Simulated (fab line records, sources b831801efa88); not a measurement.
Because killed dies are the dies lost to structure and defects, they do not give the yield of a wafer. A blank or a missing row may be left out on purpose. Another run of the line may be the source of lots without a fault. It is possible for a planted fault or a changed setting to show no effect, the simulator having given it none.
Comparing a struck lot with a sound one / flow sky130 / 14 steps out of a route of 708
Sound: these wafers, L532.1, L532.4, L532.5. Struck: wafers L540.1, L540.3, L540.4. Last of all comes the cause.
Order at every step that has rows: each side's tool, ch and its chambers, its first start. Under that, the readings that differ: sound wafers / struck wafers / difference of the means / sigmas: that difference in standard deviations of wafers without a fault.
alike: readings with means less than 2 such deviations apart, plus words and numbers identical on both sides. not compared: withheld readings, readings lacking a value on some wafer, bounds such as >300 that could conceal the same value, and numbers that have no deviation in the record and whose values overlap.
The two part at a step that has a row with sigmas, a row that says differs or no value, or rows on one side only. Numbers that don't overlap but have no deviation are shown without sigmas and don't part them. A reading that every wafer of one side lacks parts them only if that side has two wafers or more.

first, 1 step without rows for these wafers: SKY_SONOS_ONO_WET_ETCH_16 (etches SiO2 in dHF, target depth 14 nm, time 280 s).
SKY_SONOS_ONO_STRIP_17: strips in O2/N2.
  sound on plasma asher-01 ch 1, day 17 12:05; struck on plasma asher-02 ch 0,1, day 20 19:46
  alike: drypump motor current A, oes product au, strip time to endpoint s
  not compared: rf hours counter h
then, 3 steps without rows for these wafers: SKY_SONOS_ONO_WET_ETCH_18 (etches Si3N4 in H3PO4, target depth 15 nm, time 172 s); SKY_GATE_OXIDE_CLEAN_00 (cleans in SC1/SC2, time 150 s); SKY_GATE_OXIDE_OXIDATION_01 (stabilise 600 s, purge 300 s, target thk 10.268 nm).
SKY_GATE_OXIDE_THK_MEAS_02:
  sound: film metro-03 at day 17 14:35; struck: film metro-03 at day 20 21:23
  alike: GATE_OXIDE_OXIDATION_00_THK
then, 6 steps without rows for these wafers: SKY_GATE_OXIDE_DEHYDRATE_03 (time 60 s); SKY_GATE_OXIDE_HMDS_04 (prime time 60 s); SKY_GATE_OXIDE_COAT_05 (resist thk 1140 nm); SKY_GATE_OXIDE_SOFTBAKE_06 (time 60 s); SKY_GATE_OXIDE_EXPOSE_07 (exposes mask LVOM, target cd 600 nm); SKY_GATE_OXIDE_PEB_08.
SKY_GATE_OXIDE_DEVELOP_09: develop time 60 s.
  sound on litho track-02 ch 0, day 18 20:31; struck on litho track-02, day 22 03:19
  no value came back on the struck wafers for chill plate temp C (C), develop time s (s); on the sound wafers chill plate temp C (C) reads 22.98 23.03 23.14
SKY_GATE_OXIDE_OVL_MEAS_10:
  sound: overlay-01 at day 18 20:40; struck: overlay-02 at day 22 03:28
reading=GATE_OXIDE_OVL (nm); sound=-0.4 0.3 -0.5; struck=- - -; difference=no value on the struck wafers; sigmas=

== WHERE THEY PART ==
First at SKY_GATE_OXIDE_DEVELOP_09; last, within this record, at SKY_GATE_OXIDE_OVL_MEAS_10.

WHY: whatever the simulator had introduced
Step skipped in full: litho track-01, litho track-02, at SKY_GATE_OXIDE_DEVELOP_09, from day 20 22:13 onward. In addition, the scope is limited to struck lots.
